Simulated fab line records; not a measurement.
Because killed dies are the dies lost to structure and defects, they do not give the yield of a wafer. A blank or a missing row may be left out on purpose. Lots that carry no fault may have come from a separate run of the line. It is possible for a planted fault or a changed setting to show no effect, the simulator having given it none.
Which tool was responsible? / flow gf180mcu / Sampling: 14 lots, 39 wafers, 5 of 602 route steps

## WHAT EACH GAUGE READ, for each wafer
GF_STI_THK_MEAS_02. Usual: STI_OXIDATION_THK typically reads 9.98 nm, with standard deviation 0.18.
lot=L884; measured=day 1 11:34; on=film_metro-01; STI_OXIDATION_THK (nm)=9.92 10.00 9.95; flag=
lot=L887; measured=day 2 05:02; on=film_metro-01; STI_OXIDATION_THK (nm)=10.11 10.34 10.14; flag=
lot=L888; measured=day 2 09:11; on=film_metro-02; STI_OXIDATION_THK (nm)=9.91 9.74 9.77; flag=
lot=L889; measured=day 2 12:32; on=film_metro-01; STI_OXIDATION_THK (nm)=10.23 9.93 10.20; flag=
lot=L890; measured=day 2 18:08; on=film_metro-03; STI_OXIDATION_THK (nm)=9.81 10.08 9.85; flag=
lot=L893; measured=day 3 08:53; on=film_metro-02; STI_OXIDATION_THK (nm)=9.80 9.86 9.71; flag=
lot=L894; measured=day 3 13:31; on=film_metro-02; STI_OXIDATION_THK (nm)=10.20 10.09 10.18; flag=
lot=L895; measured=day 3 18:31; on=film_metro-02; STI_OXIDATION_THK (nm)=10.15 9.99 9.87; flag=
lot=L896; measured=day 4 00:01; on=film_metro-01; STI_OXIDATION_THK (nm)=10.19 9.93 10.02; flag=
lot=L897; measured=day 4 04:31; on=film_metro-01; STI_OXIDATION_THK (nm)=9.88 9.94 10.06; flag=
lot=L898; measured=day 4 10:56; on=film_metro-01; STI_OXIDATION_THK (nm)=10.08 10.05; flag=
lot=L899; measured=day 4 14:31; on=film_metro-02; STI_OXIDATION_THK (nm)=9.92 10.18; flag=
lot=L905; measured=day 5 20:31; on=film_metro-01; STI_OXIDATION_THK (nm)=9.70 9.78; flag=
lot=L907; measured=day 6 06:31; on=film_metro-02; STI_OXIDATION_THK (nm)=9.59 9.87 9.78; flag=

GF_DNWELL_TW_MEAS_09. Usual: DNWELL_TW typically reads 1362, with standard deviation 7.8.
lot=L884; measured=day 2 20:09; on=film_metro-04; DNWELL_TW=1372 1364 1364; flag=
lot=L887; measured=day 3 17:35; on=film_metro-04; DNWELL_TW=1360 1355 1355; flag=
lot=L888; measured=day 3 17:14; on=film_metro-01; DNWELL_TW=1364 1370 1369; flag=
lot=L889; measured=day 3 22:51; on=film_metro-03; DNWELL_TW=1356 1358 1363; flag=
lot=L890; measured=day 4 03:17; on=film_metro-01; DNWELL_TW=1363 1353 1353; flag=
lot=L893; measured=day 4 17:38; on=film_metro-01; DNWELL_TW=1359 1356 1362; flag=
lot=L894; measured=day 5 00:11; on=film_metro-01; DNWELL_TW=1362 1360 1366; flag=
lot=L895; measured=day 5 05:17; on=film_metro-03; DNWELL_TW=1359 1360 1365; flag=
lot=L896; measured=day 5 10:47; on=film_metro-01; DNWELL_TW=1351 1348 1362; flag=
lot=L897; measured=day 5 17:53; on=film_metro-01; DNWELL_TW=1351 1348 1353; flag=
lot=L898; measured=day 6 02:59; on=film_metro-01; DNWELL_TW=1464 1367; flag=OFF
lot=L899; measured=day 6 05:44; on=film_metro-01; DNWELL_TW=1460 1368; flag=OFF
lot=L905; measured=day 7 08:59; on=film_metro-03; DNWELL_TW=1480 1369; flag=OFF
lot=L907; measured=day 7 19:50; on=film_metro-01; DNWELL_TW=1362 1360 1363; flag=

GF_VT_IMPLANT_OVL_MEAS_18. Usual: VT_IMPLANT_01_OVL typically reads -0.6 nm, with standard deviation 1.1.
lot=L884; measured=day 6 06:44; on=overlay-01; VT_IMPLANT_01_OVL (nm)=-0.5 1.3 0.1; flag=
lot=L887; measured=day 7 08:07; on=overlay-02; VT_IMPLANT_01_OVL (nm)=-0.2 1.2 -1.5; flag=
lot=L888; measured=day 7 06:13; on=overlay-01; VT_IMPLANT_01_OVL (nm)=-1.6 -2.2 -2.1; flag=
lot=L889; measured=day 7 13:29; on=overlay-02; VT_IMPLANT_01_OVL (nm)=-1.1 -1.7 -1.1; flag=
lot=L890; measured=day 7 19:11; on=overlay-01; VT_IMPLANT_01_OVL (nm)=-1.3 -0.8 -1.1; flag=
lot=L893; measured=day 8 12:13; on=overlay-02; VT_IMPLANT_01_OVL (nm)=1.1 -0.6 0.9; flag=
lot=L894; measured=day 8 22:01; on=overlay-01; VT_IMPLANT_01_OVL (nm)=-2.7 -2.0 -0.2; flag=
lot=L895; measured=day 9 03:31; on=overlay-02; VT_IMPLANT_01_OVL (nm)=-1.5 -1.5 -1.8; flag=
lot=L896; measured=day 9 09:45; on=overlay-02; VT_IMPLANT_01_OVL (nm)=-1.2 -1.5 -0.2; flag=
lot=L897; measured=day 9 16:52; on=overlay-02; VT_IMPLANT_01_OVL (nm)=-0.1 0.2 -0.9; flag=
lot=L898; measured=day 10 05:29; on=overlay-02; VT_IMPLANT_01_OVL (nm)=-1.6 -0.3; flag=
lot=L899; measured=day 10 09:11; on=overlay-02; VT_IMPLANT_01_OVL (nm)=-1.8 1.0; flag=
lot=L905; measured=day 11 16:26; on=overlay-02; VT_IMPLANT_01_OVL (nm)=-2.5 -0.6; flag=
lot=L907; measured=day 12 05:47; on=overlay-01; VT_IMPLANT_01_OVL (nm)=-0.3 -0.4 -0.6; flag=

## WHAT TOOL EACH LOT RAN ON (gives the tool, then ch and the chambers of the sampled wafers, and finally the start)
lot=L884; GF_DNWELL_IMPLANT_07=implanter-03 ch 0, day 2 19:56; GF_LVPWELL_STRIP_10=plasma_asher-02 ch 0,1, day 3 22:42
lot=L887; GF_DNWELL_IMPLANT_07=implanter-03 ch 0, day 3 17:21; GF_LVPWELL_STRIP_10=plasma_asher-03 ch 0,1, day 4 21:25
lot=L888; GF_DNWELL_IMPLANT_07=implanter-04 ch 0, day 3 16:59; GF_LVPWELL_STRIP_10=plasma_asher-03 ch 0,1, day 4 21:01
lot=L889; GF_DNWELL_IMPLANT_07=implanter-04 ch 0, day 3 22:38; GF_LVPWELL_STRIP_10=plasma_asher-02 ch 0,1, day 5 02:51
lot=L890; GF_DNWELL_IMPLANT_07=implanter-03 ch 0, day 4 03:02; GF_LVPWELL_STRIP_10=plasma_asher-02 ch 0, day 5 06:28
lot=L893; GF_DNWELL_IMPLANT_07=implanter-03 ch 0, day 4 17:24; GF_LVPWELL_STRIP_10=plasma_asher-02 ch 0,1, day 5 21:16
lot=L894; GF_DNWELL_IMPLANT_07=implanter-03 ch 0, day 4 23:56; GF_LVPWELL_STRIP_10=plasma_asher-01 ch 0,1, day 6 04:54
lot=L895; GF_DNWELL_IMPLANT_07=implanter-03 ch 0, day 5 05:02; GF_LVPWELL_STRIP_10=plasma_asher-03 ch 0,1, day 6 11:28
lot=L896; GF_DNWELL_IMPLANT_07=implanter-03 ch 0, day 5 10:33; GF_LVPWELL_STRIP_10=plasma_asher-01 ch 0,1, day 6 15:49
lot=L897; GF_DNWELL_IMPLANT_07=implanter-04 ch 0, day 5 17:37; GF_LVPWELL_STRIP_10=plasma_asher-02 ch 0,1, day 6 23:25
lot=L898; GF_DNWELL_IMPLANT_07=implanter-03 ch 0, day 6 02:44; GF_LVPWELL_STRIP_10=plasma_asher-02 ch 0,1, day 7 10:01
lot=L899; GF_DNWELL_IMPLANT_07=implanter-03 ch 0, day 6 05:29; GF_LVPWELL_STRIP_10=plasma_asher-02 ch 0, day 7 12:34
lot=L905; GF_DNWELL_IMPLANT_07=implanter-03 ch 0, day 7 08:44; GF_LVPWELL_STRIP_10=plasma_asher-01 ch 0,1, day 8 17:27
lot=L907; GF_DNWELL_IMPLANT_07=implanter-04 ch 0, day 7 19:32; GF_LVPWELL_STRIP_10=plasma_asher-01 ch 0,1, day 9 06:19
- GF_DNWELL_IMPLANT_07
- GF_LVPWELL_STRIP_10: strips in O2/N2.

## AS READ BY THE TOOLS THEMSELVES (means over the sampled wafers that have a number; for cases with no such wafer, the mark the record gives instead)
GF_DNWELL_IMPLANT_07. Usual: beam_on_s 10.01 s, standard deviation 0.2; faraday_current_uA 56.3, standard deviation 1.1.
lot=L884; tool=implanter-03; beam_on_s (s)=10.08; faraday_current_uA=55.8; flag=
lot=L887; tool=implanter-03; beam_on_s (s)=10.09; faraday_current_uA=55.9; flag=
lot=L888; tool=implanter-04; beam_on_s (s)=9.93; faraday_current_uA=56.8; flag=
lot=L889; tool=implanter-04; beam_on_s (s)=9.96; faraday_current_uA=56.5; flag=
lot=L890; tool=implanter-03; beam_on_s (s)=10.06; faraday_current_uA=56.1; flag=
lot=L893; tool=implanter-03; beam_on_s (s)=10.18; faraday_current_uA=55.4; flag=
lot=L894; tool=implanter-03; beam_on_s (s)=10.02; faraday_current_uA=56.4; flag=
lot=L895; tool=implanter-03; beam_on_s (s)=10.12; faraday_current_uA=55.7; flag=
lot=L896; tool=implanter-03; beam_on_s (s)=9.85; faraday_current_uA=57.2; flag=
lot=L897; tool=implanter-04; beam_on_s (s)=9.95; faraday_current_uA=56.6; flag=
lot=L898; tool=implanter-03; beam_on_s (s)=11.46; faraday_current_uA=49.8; flag=OFF
lot=L899; tool=implanter-03; beam_on_s (s)=11.20; faraday_current_uA=50.8; flag=OFF
lot=L905; tool=implanter-03; beam_on_s (s)=11.35; faraday_current_uA=50.8; flag=OFF
lot=L907; tool=implanter-04; beam_on_s (s)=10.17; faraday_current_uA=55.4; flag=

GF_LVPWELL_STRIP_10. Usual: drypump_motor_current_A 5.7 A, standard deviation 0.31; heater_power_w 347 W, standard deviation 57; oes_product_au 0.722 a.u., standard deviation 0.0048; strip_time_to_endpoint_s 37.01 s, standard deviation 0.12.
lot=L884; tool=plasma_asher-02; drypump_motor_current_A (A)=5.5; heater_power_w (W)=313; oes_product_au (a.u.)=0.721; strip_time_to_endpoint_s (s)=37.07; flag=
lot=L887; tool=plasma_asher-03; drypump_motor_current_A (A)=5.6; heater_power_w (W)=317; oes_product_au (a.u.)=0.722; strip_time_to_endpoint_s (s)=37.04; flag=
lot=L888; tool=plasma_asher-03; drypump_motor_current_A (A)=5.6; heater_power_w (W)=324; oes_product_au (a.u.)=0.729; strip_time_to_endpoint_s (s)=37.05; flag=
lot=L889; tool=plasma_asher-02; drypump_motor_current_A (A)=5.5; heater_power_w (W)=318; oes_product_au (a.u.)=0.724; strip_time_to_endpoint_s (s)=36.98; flag=
lot=L890; tool=plasma_asher-02; drypump_motor_current_A (A)=6.0; heater_power_w (W)=306; oes_product_au (a.u.)=0.724; strip_time_to_endpoint_s (s)=37.01; flag=
lot=L893; tool=plasma_asher-02; drypump_motor_current_A (A)=5.5; heater_power_w (W)=318; oes_product_au (a.u.)=0.716; strip_time_to_endpoint_s (s)=37.06; flag=
lot=L894; tool=plasma_asher-01; drypump_motor_current_A (A)=5.8; heater_power_w (W)=428; oes_product_au (a.u.)=0.716; strip_time_to_endpoint_s (s)=36.85; flag=
lot=L895; tool=plasma_asher-03; drypump_motor_current_A (A)=5.6; heater_power_w (W)=325; oes_product_au (a.u.)=0.721; strip_time_to_endpoint_s (s)=37.11; flag=
lot=L896; tool=plasma_asher-01; drypump_motor_current_A (A)=5.8; heater_power_w (W)=436; oes_product_au (a.u.)=0.727; strip_time_to_endpoint_s (s)=37.09; flag=
lot=L897; tool=plasma_asher-02; drypump_motor_current_A (A)=5.8; heater_power_w (W)=314; oes_product_au (a.u.)=0.722; strip_time_to_endpoint_s (s)=36.76; flag=
lot=L898; tool=plasma_asher-02; drypump_motor_current_A (A)=5.7; heater_power_w (W)=309; oes_product_au (a.u.)=0.724; strip_time_to_endpoint_s (s)=37.09; flag=
lot=L899; tool=plasma_asher-02; drypump_motor_current_A (A)=6.0; heater_power_w (W)=301; oes_product_au (a.u.)=0.723; strip_time_to_endpoint_s (s)=37.02; flag=
lot=L905; tool=plasma_asher-01; drypump_motor_current_A (A)=5.8; heater_power_w (W)=405; oes_product_au (a.u.)=0.722; strip_time_to_endpoint_s (s)=37.07; flag=
lot=L907; tool=plasma_asher-01; drypump_motor_current_A (A)=6.0; heater_power_w (W)=380; oes_product_au (a.u.)=0.726; strip_time_to_endpoint_s (s)=37.07; flag=

## THE ANSWER, worked out from the rows above alone
Rule: take the mean of a lot's wafers that have a number; if it is more than 3 standard deviations from the usual mean, the lot is off. Also off: a lot with no number at a reading for which 4 or more lots have one. Where the step has rows for the other lots, those lots are counted as sound. After the gauges, taken in route order, come the tools' own readings; for these a lot's mean is taken, as printed above. At the first step where some lot is off, the reading lying furthest off is the one used; lots without a number count as furthest.
Off: L898, L899, L905, seen at GF_DNWELL_TW_MEAS_09 (DNWELL_TW).
If a tool, at a process step before that reading, ran all the lots that are off and no sound lot after the first of them, it fits. The gauges at GF_DNWELL_TW_MEAS_09 aren't tried: what is off there is off at GF_DNWELL_IMPLANT_07 too, on other tools, and a gauge's error can't cause that. One fits: GF_DNWELL_IMPLANT_07 on implanter-03. A fault onset in the window from L896 (day 5 10:33, its last sound lot) to L898 (day 6 02:44, its first lot off) fits.
The tool's own readings at GF_DNWELL_IMPLANT_07 bear it out: on the lots that are off they differ by more than 5 times the standard deviation of the sound lots' means. beam_on_s reads 11.34 s there against 10.04 s on the sound lots; faraday_current_uA reads 50.5 there against 56.2 on the sound lots.

## WHAT THE SIMULATOR HAD PUT IN
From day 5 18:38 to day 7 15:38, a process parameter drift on implanter-03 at GF_DNWELL_IMPLANT_07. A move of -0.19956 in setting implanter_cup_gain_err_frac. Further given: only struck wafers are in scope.
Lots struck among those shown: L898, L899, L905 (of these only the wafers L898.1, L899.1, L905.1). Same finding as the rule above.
